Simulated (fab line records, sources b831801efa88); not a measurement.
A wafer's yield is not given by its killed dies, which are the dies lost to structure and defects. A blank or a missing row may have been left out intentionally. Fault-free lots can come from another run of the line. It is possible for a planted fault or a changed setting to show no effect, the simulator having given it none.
A lot that was struck, set against a sound lot ; flow sky130 ; 14 steps out of a route of 708
Sound: the wafers L652.1, L652.3, L652.5. Struck: wafers L661.1, L661.4, L661.5. The cause is given at the end.
Each step with rows lists, per side, the tool, then ch with its chambers, then its first start. Under that, the readings that differ: sound wafers ; struck wafers ; difference of the means ; sigmas: that difference in standard deviations of wafers without a fault.
alike: a reading whose means differ by less than 2 such deviations, as well as words and numbers matching on both sides. not compared: withheld readings; readings where some wafer has no value; bounds like >300 that might hide an equal value; numbers whose values overlap and for which the record gives no deviation.
A row with sigmas, a row that says differs or no value, or rows on one side alone: a step with any of these is where the two part. When numbers do not overlap yet have no deviation, they are printed without sigmas and do not part them. A reading missing from all wafers of one side parts the sides only when that side holds two or more wafers.

first, 3 steps without rows for these wafers: SKY_VT_ADJUST_LVTN_EXPOSE_04 (exposes mask NWM COMPLEMENT LESS NATIVE, target cd 840 nm); SKY_VT_ADJUST_LVTN_PEB_05; SKY_VT_ADJUST_LVTN_DEVELOP_06 (develop time 60 s).
SKY_VT_ADJUST_LVTN_OVL_MEAS_07:
  sound: overlay-01 at day 8 07:39; struck: overlay-01 at day 10 21:05
  alike: VT_ADJUST_LVTN_OVL
after that, 1 step had no rows for these wafers: SKY_VT_ADJUST_LVTN_IMPLANT_08.
SKY_VT_ADJUST_LVTN_STRIP_09: strips in O2/N2.
  sound on plasma_asher-01 ch 1, day 8 07:50; struck on plasma_asher-02 ch 0,1, day 10 21:16
  alike: drypump_motor_current_A, n2_flow_sccm, oes_product_au, strip_time_to_endpoint_s
  not compared: rf_hours_counter_h
SKY_VT_ADJUST_LVTN_TW_MEAS_10:
  sound: film_metro-04 at day 8 07:56; struck: film_metro-02 at day 10 21:22
  alike: VT_ADJUST_LVTN_TW
then, 5 steps without rows for these wafers: SKY_VT_ADJUST_LVTN_DEHYDRATE_11 (time 60 s); SKY_VT_ADJUST_LVTN_HMDS_12 (prime time 60 s); SKY_VT_ADJUST_LVTN_COAT_13 (resist thk 1140 nm); SKY_VT_ADJUST_LVTN_SOFTBAKE_14 (time 60 s); SKY_VT_ADJUST_LVTN_EXPOSE_15 (exposes mask HVN STD DERIVED, target cd 600 nm).
SKY_VT_ADJUST_LVTN_PEB_16:
  struck on litho_track-03, day 11 19:59; sound on litho_track-04 ch 0, day 9 04:14
reading;sound;struck;difference;sigmas
exhaust_pa (Pa);45.7 45.5 45.0;- - -;no value on the struck wafers;
  not compared: chill_plate_temp_C
then, 1 step without rows for these wafers: SKY_VT_ADJUST_LVTN_DEVELOP_17 (develop time 60 s).

## WHERE THEY PART
Only at SKY_VT_ADJUST_LVTN_PEB_16, as far as this record shows.

WHY: the cause the simulator had injected
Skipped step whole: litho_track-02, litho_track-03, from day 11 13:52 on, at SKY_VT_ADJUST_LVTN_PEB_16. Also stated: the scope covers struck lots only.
